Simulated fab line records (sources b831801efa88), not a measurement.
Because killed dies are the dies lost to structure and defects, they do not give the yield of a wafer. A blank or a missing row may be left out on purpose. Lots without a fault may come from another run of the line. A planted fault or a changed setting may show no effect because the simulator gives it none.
Comparing a struck lot with a sound one	flow sky130	16 steps out of a route of 708
Sound: these wafers, L490.2, L490.3, L490.6. Struck: wafer L496.6. (L496.2 of the same lot was not struck and is left out.) The cause comes at the end.
Each step with rows lists, per side, the tool, then ch with its chambers, then its first start. Under that, the readings that differ: sound wafers	struck wafers	difference of the means	sigmas: that difference in standard deviations of wafers without a fault.
alike: readings whose means differ by less than 2 such deviations, and words and numbers that are the same on both sides. not compared: withheld readings, readings that some wafer has no value for, bounds like >300 that may hide the same value, and numbers for which the record gives no deviation and whose values overlap.
Wherever a step has rows on one side only, a row that says differs or no value, or a row with sigmas, the two part there. Non-overlapping numbers with no deviation appear without sigmas and do not part them. A reading missing from all wafers of one side parts the sides only when that side holds two or more wafers.

first, 4 steps without rows for these wafers: SKY_FIELD_ISO_WET_ETCH_29 (etches Si3N4 in H3PO4, target depth 160 nm, time 1825 s); SKY_FIELD_ISO_WET_ETCH_30 (etches SiO2 in dHF, target depth 25 nm, time 50 s); SKY_NWELL_CLEAN_00 (cleans in SC1/SC2, time 150 s); SKY_NWELL_OXIDATION_01 (stabilise 600 s, purge 300 s, target thk 10 nm).
SKY_NWELL_THK_MEAS_02:
  struck on film_metro-03, day 5 05:26; sound on film_metro-03, day 3 06:15
reading	sound	struck	difference	sigmas
NWELL_OXIDATION_THK (nm)	9.61 9.81 9.77	10.28	+0.55	+3
then, 7 steps without rows for these wafers: SKY_DNWELL_DEHYDRATE_00 (time 60 s); SKY_DNWELL_HMDS_01 (prime time 60 s); SKY_DNWELL_COAT_02 (resist thk 3000 nm); SKY_DNWELL_SOFTBAKE_03; SKY_DNWELL_EXPOSE_04 (exposes mask DNM, target cd 3000 nm); SKY_DNWELL_PEB_05; SKY_DNWELL_DEVELOP_06 (develop time 60 s).
SKY_DNWELL_IMPLANT_07:
  sound on implanter-01 ch 0, day 3 22:08; struck on implanter-01 ch 0, day 5 22:09
SKY_DNWELL_STRIP_08: strips in O2/N2.
  sound on plasma_asher-03 ch 0, day 3 22:16; struck on plasma_asher-04 ch 1, day 5 22:16
reading	sound	struck	difference	sigmas
strip_time_to_endpoint_s (s)	36.75 36.84 36.85	37.05	+0.24	+2
  alike: drypump_motor_current_A, oes_product_au
  not compared: rf_hours_counter_h
SKY_DNWELL_TW_MEAS_09:
  struck on film_metro-02, day 5 22:37; sound on film_metro-03, day 3 22:22
reading	sound	struck	difference	sigmas
DNWELL_TW	1127 1131 1127	1197	+69	+8
  not compared: hold
-- the record jumps here: 43 days lie between the struck wafers' starts before and after (it left off in module DNWELL and takes up again in module PAD_OPEN, whose first step shown is number 708 of the route) --
SKY_PAD_OPEN_PROBE_99:
  struck on prober-02, day 48 14:25; sound on prober-02, day 46 04:40
reading	sound	struck	difference	sigmas
killed_at_M0_to_M3	39 35 34	56	+20	+3
killed_dies	77 84 75	99	+20	+2
killed_short	32 41 37	57	+20	+3
model.etest.res_deep_nwell.rs_ohm_sq	2193 2185 2215	1778	-420	
model.etest.res_deep_nwell.line_ohm_um	727 747 740.4	590.8	-147.3	
model.etest.res_pwde_under_gate.rs_ohm_sq	6217 6213 6192	6337	+130	
  alike: killed_at_M4_up, killed_at_contacts, killed_at_front_end, killed_at_other, killed_open

WHERE THEY PART
Earliest at SKY_NWELL_THK_MEAS_02; latest, in this record, at SKY_PAD_OPEN_PROBE_99.

WHY: whatever the simulator had introduced
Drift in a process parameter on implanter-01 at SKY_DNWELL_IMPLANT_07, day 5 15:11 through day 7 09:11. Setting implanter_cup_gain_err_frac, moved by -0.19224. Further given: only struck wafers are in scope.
